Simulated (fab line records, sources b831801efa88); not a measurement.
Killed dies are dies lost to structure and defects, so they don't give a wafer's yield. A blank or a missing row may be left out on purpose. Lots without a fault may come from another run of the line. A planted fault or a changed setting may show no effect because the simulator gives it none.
Split-lot experiment | flow sfq_line | 5 lots, 13 wafers read, on a route of 325 steps

THE SPLIT
At SFQ_TRILAYER_M1_ETCH_METAL_ETCH_042 (etches Nb in Cl2/Ar, stops on SiO2, target depth 240 nm, time 120 s), the setting icp_w was moved away from the recipe's 600 W on 4 of the 13 wafers read, by -10.5% to +6.7%. The other wafers ran this setting at the recipe's value.

The reading is taken at the split's own step.

THE READING
KrF_of_TRILAYER_M1_LITHO_COAT_039.thk_nm (the simulator's own value, which no gauge read), in nm, at SFQ_TRILAYER_M1_ETCH_METAL_ETCH_042 (etches Nb in Cl2/Ar, stops on SiO2, target depth 240 nm, time 120 s). The file gives no usual value for it. The 9 wafers here that ran the recipe average 381.5 nm, standard deviation 3.5 nm.

wafer  | tool, chamber at the split | icp_w as run, W | against the recipe | KrF_of_TRILAYER_M1_LITHO_COAT_039.thk_nm, nm | against lot-mates on the recipe
L074.4 | rie_metal-01, 0            | 631.5           | +5.2%              | 375.8                                        | -5.5
L074.5 | rie_metal-01, 1            | 600             | recipe             | 381.3                                        | -
L074.6 | rie_metal-01, 0            | 631.5           | +5.2%              | 378.3                                        | -3.0
L076.1 | rie_metal-03, 1            | 600             | recipe             | 374.6                                        | -
L076.4 | rie_metal-03, 0            | 600             | recipe             | 380.1                                        | -
L077.2 | rie_metal-03, 0            | 600             | recipe             | 379.1                                        | -
L077.3 | rie_metal-03, 0            | 600             | recipe             | 380                                          | -
L077.6 | rie_metal-03, 0            | 639.9           | +6.7%              | 373.3                                        | -6.2
L079.3 | rie_metal-01, 0            | 536.9           | -10.5%             | 398.1                                        | +14.4
L079.6 | rie_metal-01, 1            | 600             | recipe             | 383.7                                        | -
L083.1 | rie_metal-04, 0            | 600             | recipe             | 386                                          | -
L083.2 | rie_metal-04, 1            | 600             | recipe             | 386.5                                        | -
L083.6 | rie_metal-04, 0            | 600             | recipe             | 382.3                                        | -

THE FIT
A straight line over all 13 wafers: KrF_of_TRILAYER_M1_LITHO_COAT_039.thk_nm changes by -1.33 nm for each +1% of icp_w; r = -0.86; the points scatter about the line by 3.4 nm.
The same after taking each lot's own level away (the mean of its wafers on the recipe; 13 wafers): -1.15 nm for each +1%; r = -0.94; scatter 1.9 nm.
On that fit, the largest move of icp_w shifts the reading by 12 nm.
The lots' own levels span 377.35 to 384.93 nm, that is 2.2 times the standard deviation above.
So the lot-to-lot level changes the slope: the two fits differ.
Check: with one of the wafers moved furthest among these (-10.5%) left out of the fit, the line predicts +9.16 nm for it against its lot-mates. It came out at +14.4 nm against them.
Tool readings at the split's step, against how far the setting was moved: oes_product_au r = -0.32.

OTHER SPLITS ON THESE WAFERS
These wafers also went through other splits before the reading. Each is held against what the fit with the lots' levels taken away leaves over:
other split on the same wafers                  | wafers away from the commonest value | r with KrF_of_TRILAYER_M1_LITHO_COAT_039.thk_nm (lot level and that fit taken away)
SFQ_TRILAYER_L0_LITHO_PEB_008 peb_temp_c        | 6                                    | -0.21
SFQ_TRILAYER_L0_BARC_OPEN_METAL_ETCH_010 time_s | 3                                    | +0.09
SFQ_TRILAYER_L0_VIA_LITHO_PEB_016 peb_time_s    | 5                                    | +0.23
SFQ_TRILAYER_M0_DEP_SPUTTER_019 time_s          | 5                                    | +0.03
SFQ_TRILAYER_M0_LITHO_EXPOSE_022 dose_mj        | 5                                    | -0.22
SFQ_TRILAYER_I0_CMP_CMP_028 leave_above_ref_nm  | 5                                    | +0.23
SFQ_TRILAYER_I0_VIA_LITHO_PEB_034 peb_time_s    | 4                                    | -0.06
SFQ_TRILAYER_I0_VIA_ETCH_VIA_ETCH_034 source_w  | 4                                    | +0.51
SFQ_TRILAYER_M1_DEP_SPUTTER_037 power_w         | 0                                    | -

THE FILE'S OWN FIT
KrF_of_TRILAYER_M1_LITHO_COAT_039.thk_nm changes by -1.14 nm for each +1% of icp_w, r = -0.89.
